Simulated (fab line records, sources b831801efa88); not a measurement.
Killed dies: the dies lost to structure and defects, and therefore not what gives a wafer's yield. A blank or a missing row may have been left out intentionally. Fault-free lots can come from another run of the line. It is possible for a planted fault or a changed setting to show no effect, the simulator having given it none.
Problem report, 8D (eight disciplines) form, completed by code ; flow gf180mcu ; the parts of the form that need people (team, actions taken, sign-off) are left out

== 1. WHAT IS WRONG ==
run-length-s at GF_M2_METAL_ETCH_16 reads a mean of 160.1 s on 3 wafers of 3 lots; wafers without a fault read 153.3 s with a standard deviation of 0.32. Measured from the usual mean, that is +21 standard deviations.
The step: etches the open film in Cl2/BCl3, stops on SiO2, target depth 750.8 nm, time 125.1 s.
The first sign was on wafer L544.3 at day 21 06:32, on rie-metal-04. The record holds 19 wafers of 7 lots with a number at this step. The rule behind "out" and "out of limits": a value lying over 4 standard deviations away from the usual mean. All remaining wafers that have a number are taken as sound.

== 2. WHAT THIS IS AND IS NOT ==
question;is;is not
which readings at this step;run-length-s;drypump-motor-current-A
which lots;L544, L546, L547;L537, L538, L554, L558
which wafers of those lots;L544.3, L546.3, L547.3;L544.5, L546.5, L547.2, L547.5
read on which tools;rie-metal-04;rie-metal-02
when;from day 21 06:32;"up to then (7 sound wafers); but 9 sound wafers of L546, L547, L554, L558 came after"

== 3. THE SUSPECTS, EACH WITH WHAT RULES IT OUT ==
Counting: if a tool at a process step up to the reading ran every lot that is out, it stays a suspect. Sound lots after the first of them don't rule it out here, since some wafers of a struck lot are sound.
- rie-metal-04 at GF_M2_METAL_ETCH_16 (etches the open film in Cl2/BCl3, stops on SiO2, target depth 750.8 nm, time 125.1 s): kept. Every lot that is out went through it, the first being L544 (day 21 06:32); the last sound lot it ran before that was L538 (day 20 02:59). Its own readings are out on those wafers: run-length-s.
Left after counting: rie-metal-04 at GF_M2_METAL_ETCH_16.

== 4. THE CAUSE (what the simulator had put in) ==
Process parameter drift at GF_M2_METAL_ETCH_16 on rie-metal-04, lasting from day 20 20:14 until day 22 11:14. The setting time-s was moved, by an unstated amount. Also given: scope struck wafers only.
Counting left only this tool.

== 5. THE EFFECT CHAIN, in route order ==
Each row: a reading where the mean over the struck wafers with a number is more than 3 standard deviations away from the usual. Only readings for which the record gives a usual standard deviation are gone through. hours: the time from each lot's start at the first step in this table that gives one to its start at this step, as a median over the lots. sigmas: the change in usual standard deviations.
hours;step;reading;usual;on struck wafers;change;sigmas
0;GF_M2_METAL_ETCH_16;oes-product-au;0.989 a.u.;0.965;-0.024;-3.3
0;GF_M2_METAL_ETCH_16;run-length-s;153.3 s;160.1;+6.8;+21
The process steps in it:
- GF_M2_METAL_ETCH_16: etches the open film in Cl2/BCl3, stops on SiO2, target depth 750.8 nm, time 125.1 s.

== 6. WHAT WOULD HAVE CAUGHT IT SOONER ==
First out-of-limits reading in this record: day 21 06:32, which is 10 hours after fault onset at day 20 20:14.
